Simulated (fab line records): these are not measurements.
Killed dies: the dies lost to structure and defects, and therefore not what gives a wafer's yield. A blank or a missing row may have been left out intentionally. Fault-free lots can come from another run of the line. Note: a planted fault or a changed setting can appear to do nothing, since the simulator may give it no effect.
Which of the tools did it?	flow sky130	39 wafers from 13 lots sampled at 4 of the route's 708 steps

## WHAT EACH GAUGE READ, for each wafer
SKY_PAD_OPEN_BOW_MEAS_13. Usual: PAD_OPEN_BOW 49 um, standard deviation 8.2.
lot	measured	on	PAD_OPEN_BOW (um)	flag
L911	day 45 14:02	film-metro-03	55 61 64	
L912	day 45 19:49	film-metro-04	43 52 54	
L913	day 46 07:43	film-metro-04	50 51 48	
L914	day 46 13:50	film-metro-03	43 44 46	
L915	day 46 20:11	film-metro-03	47 35 41	
L916	day 46 21:16	film-metro-03	48 41 36	
L917	day 47 13:35	film-metro-04	56 45 58	
L918	day 47 18:53	film-metro-03	52 45 29	
L920	day 48 01:32	film-metro-03	50 57 39	
L923	day 48 16:01	film-metro-04	50 50 49	
L924	day 48 21:53	film-metro-01	48 58 50	
L926	day 49 07:06	film-metro-01	51 54 53	
L927	day 49 13:21	film-metro-01	23 45 27	

## WHICH TOOL RAN EACH LOT (tool, then ch and the chambers of the sampled wafers, then the start)
lot	SKY_GATE_OXIDE_STRIP_13	SKY_METAL5_SPUTTER_00	SKY_PASSIVATION_CVD_02
L911	plasma-asher-03 ch 1, day 13 18:46	pvd-sputter-04, day 42 15:14	pecvd-04 ch 0,1,2, day 43 15:35
L912	plasma-asher-01 ch 1, day 14 00:23	pvd-sputter-01, day 42 20:53	pecvd-04 ch 0,1,2, day 43 21:18
L913	plasma-asher-01 ch 0,1, day 14 15:20	pvd-sputter-02, day 43 12:38	pecvd-01 ch 0,1, day 44 11:59
L914	plasma-asher-04 ch 0,1, day 14 22:02	pvd-sputter-01, day 43 18:35	pecvd-01 ch 0,1,2, day 44 17:44
L915	plasma-asher-04 ch 0,1, day 15 08:26	pvd-sputter-01, day 44 01:28	pecvd-01 ch 0,1, day 45 00:28
L916	plasma-asher-03 ch 0,1, day 15 14:24	pvd-sputter-04, day 44 01:56	pecvd-03 ch 0,2, day 45 01:03
L917	plasma-asher-01 ch 0,1, day 16 03:19	pvd-sputter-01, day 44 18:25	pecvd-04 ch 0,1, day 45 17:05
L918	plasma-asher-03 ch 0,1, day 16 15:15	pvd-sputter-04, day 45 01:55	pecvd-03 ch 0,2, day 45 23:41
L920	plasma-asher-01 ch 0,1, day 17 04:51	pvd-sputter-02, day 45 09:25	pecvd-04 ch 0,1,2, day 46 06:26
L923	plasma-asher-04 ch 0,1, day 18 02:35	pvd-sputter-02, day 46 02:03	pecvd-01 ch 1,2, day 46 23:47
L924	plasma-asher-01 ch 1, day 18 09:44	pvd-sputter-04, day 46 08:16	pecvd-01 ch 0,2, day 47 05:31
L926	plasma-asher-01 ch 0,1, day 19 03:27	pvd-sputter-04, day 46 18:16	pecvd-03 ch 0,1,2, day 47 15:40
L927	plasma-asher-01 ch 0,1, day 19 15:44	pvd-sputter-01, day 47 03:02	pecvd-04 ch 0,2, day 47 23:25
- SKY_GATE_OXIDE_STRIP_13: strips in O2/N2.
- SKY_METAL5_SPUTTER_00: material Ti, target thk 15 nm, time 10 s.
- SKY_PASSIVATION_CVD_02: deposits Si3N4, target thk 540 nm.

## AS READ BY THE TOOLS THEMSELVES (means over the sampled wafers that have a number; for cases with no such wafer, the mark the record gives instead)
SKY_GATE_OXIDE_STRIP_13. Usual: drypump-motor-current-A 5.5 A, standard deviation 0.52; oes-product-au 0.715 a.u., standard deviation 0.0042; strip-time-to-endpoint-s 14.17 s, standard deviation 0.042.
lot	tool	drypump-motor-current-A (A)	oes-product-au (a.u.)	strip-time-to-endpoint-s (s)	flag
L911	plasma-asher-03	4.7	0.716	14.14	
L912	plasma-asher-01	5.5	0.713	14.19	
L913	plasma-asher-01	5.1	0.715	14.17	
L914	plasma-asher-04	6.0	0.718	14.17	
L915	plasma-asher-04	6.0	0.718	14.16	
L916	plasma-asher-03	5.0	0.717	14.19	
L917	plasma-asher-01	5.3	0.714	14.21	
L918	plasma-asher-03	5.0	0.718	14.23	
L920	plasma-asher-01	5.3	0.715	14.20	
L923	plasma-asher-04	6.0	0.716	14.19	
L924	plasma-asher-01	5.5	0.714	14.19	
L926	plasma-asher-01	5.3	0.717	14.18	
L927	plasma-asher-01	5.1	0.718	14.13	

SKY_METAL5_SPUTTER_00. Usual: chamber-pressure-pa 0.4000 Pa, standard deviation 0.00098; throttle-valve-pct 29.9 %, standard deviation 0.95.
lot	tool	chamber-pressure-pa (Pa)	throttle-valve-pct (%)	flag
L911	pvd-sputter-04	0.4004	29.9	
L912	pvd-sputter-01	0.4000	30.0	
L913	pvd-sputter-02	0.4002	29.7	
L914	pvd-sputter-01	0.3998	30.2	
L915	pvd-sputter-01	0.3998	30.0	
L916	pvd-sputter-04	0.3998	29.9	
L917	pvd-sputter-01	0.3995	30.3	
L918	pvd-sputter-04	0.4009	29.6	
L920	pvd-sputter-02	0.4005	29.9	
L923	pvd-sputter-02	0.4005	30.1	
L924	pvd-sputter-04	0.4000	29.1	
L926	pvd-sputter-04	0.3996	29.9	
L927	pvd-sputter-01	0.3995	29.3	

SKY_PASSIVATION_CVD_02. Usual: heater-power-w 697 W, standard deviation 91; rf-fwd-power-W 449.0 W, standard deviation 1.3.
lot	tool	heater-power-w (W)	rf-fwd-power-W (W)	flag
L911	pecvd-04	711	448.8	
L912	pecvd-04	719	449.3	
L913	pecvd-01	648	448.1	
L914	pecvd-01	690	448.3	
L915	pecvd-01	650	448.9	
L916	pecvd-03	628	447.4	
L917	pecvd-04	736	449.9	
L918	pecvd-03	565	448.6	
L920	pecvd-04	708	448.3	
L923	pecvd-01	747	448.0	
L924	pecvd-01	672	450.4	
L926	pecvd-03	700	449.1	
L927	pecvd-04	746	449.3	

## THE ANSWER, worked out from the rows above alone
Rule: a lot is off if the mean of its wafers that have a number lies more than 3 standard deviations from the usual mean. A lot without any number at a reading at which 4 lots or more have one is off too. Where the step has rows for the other lots, those lots are counted as sound. Order of review: gauges by route order, followed by the tools' own readings, for which a lot's mean as printed above is used. The first step at which some lot is off is used, and at that step the reading that is off furthest; a lot without a number counts as furthest.
No lot is off at any reading shown: from this, nothing can be told.

## WHAT THE SIMULATOR HAD PUT IN
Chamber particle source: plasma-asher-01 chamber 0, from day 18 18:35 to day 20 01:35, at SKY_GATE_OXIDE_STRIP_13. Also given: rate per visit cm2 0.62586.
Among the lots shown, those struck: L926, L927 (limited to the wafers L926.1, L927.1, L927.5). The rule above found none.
